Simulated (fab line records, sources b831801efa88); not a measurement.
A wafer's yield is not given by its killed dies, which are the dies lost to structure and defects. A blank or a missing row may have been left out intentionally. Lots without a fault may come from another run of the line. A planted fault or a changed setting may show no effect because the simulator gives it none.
Code-filled problem report in 8D (eight disciplines) form :: flow gf180mcu :: the parts of the form that need people (team, actions taken, sign-off) are left out

## 1. WHAT WENT WRONG
Across 3 wafers from 3 lots, V3_W_RS at GF_V3_RS_MEAS_24 averages 0.2448 ohm/sq, while fault-free wafers read 0.3291 ohm/sq with a standard deviation of 0.0027. That puts it -31 standard deviations away from the usual mean.
The step: measures by four-point-probe.
Earliest sighting: wafer L716.5 on film metro-01 at day 27 11:35. At this step, 31 wafers from 11 lots have a number in the record. Rule for "out", or "out of limits": more than 4 standard deviations from the usual mean. Any other wafer with a number is counted as sound.

## 2. WHAT IT IS, WHAT IT ISN'T
question: which readings at this step
is: V3_W_RS
is not: -

question: which lots
is: L716, L721, L722
is not: L701, L702, L704, L707, L712, L713, L715, L723

question: which wafers of those lots
is: L716.5, L721.5, L722.5
is not: L716.1, L716.2, L721.4, L722.2

question: read on which gauges
is: film metro-01
is not: film metro-02, film metro-04

question: when
is: from day 27 11:35
is not: up to then (23 sound wafers); but 5 sound wafers of L721, L722, L723 came after

## 3. THE SUSPECTS, EACH WITH WHAT RULES IT OUT
Counting: any tool at a process step up to the reading remains a suspect provided it ran every lot that is out. Sound lots after the first of them don't rule it out here, since some wafers of a struck lot are sound.
- the gauge at GF_V3_RS_MEAS_24: ruled out. All the wafers that are out were read on film metro-01, but those of them that GF_V3_CMP_26 has rows for are out there too, on other tools.
- cvd w-01 at GF_V3_CVD_23 (deposits W, target thk 350 nm, time 104.9 s): kept. It ran every lot that is out, first L716 (day 27 11:28); its last sound lot up to then is L713 (day 26 12:13).
After counting, what remains is cvd w-01 at GF_V3_CVD_23.

## 4. THE CAUSE (what the simulator had put in)
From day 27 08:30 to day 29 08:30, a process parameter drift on cvd w-01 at GF_V3_CVD_23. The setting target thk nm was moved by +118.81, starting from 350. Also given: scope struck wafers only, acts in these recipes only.
Counting left only this tool.

## 5. SEQUENCE OF EFFECTS, ordered by route
Rows list readings where the struck wafers' mean (over those with a number) sits beyond 3 standard deviations from the usual. Readings are gone through only where the record gives a usual standard deviation; hours: the median, over the lots, of the time from a lot's start at the first step in this table giving one to that lot's start at this step; sigmas: the change measured in usual standard deviations.
hours: 0
step: GF_V3_RS_MEAS_24
reading: V3_W_RS
usual: 0.3291 ohm/sq
on struck wafers: 0.2448
change: -0.0843
sigmas: -31

hours: 0
step: GF_V3_THK_MEAS_25
reading: V3_W_THK
usual: 344 nm
on struck wafers: 458
change: +114
sigmas: +32

hours: 0
step: GF_V3_CMP_26
reading: time to endpoint s
usual: 85.5 s
on struck wafers: 115.7
change: +30.2
sigmas: +11
The process steps in it:
- GF_V3_CMP_26: polishes, stops on SiO2, t overpolish 15 s, target thk 0 nm.
Later steps that measure or inspect, where all struck wafers having a row at the step show a number for every such reading and not one has moved that far: GF_V4_THK_MEAS_01.

## 6. WHAT WOULD HAVE CAUGHT IT SOONER
The first out-of-limits reading at a measuring or inspecting step in this record came at day 27 11:35, 3 hours after the fault's start at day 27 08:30.
An alarm limit of 4 standard deviations would not have fired on the tool readings at GF_V3_CVD_23 for which the record gives a usual standard deviation, since none of them was out on any struck wafer.
Among the 3 lots that are out, L721, L722 began GF_V3_CVD_23 on cvd w-01 after day 27 11:35. A hold on the tool at that time would have spared those 2.
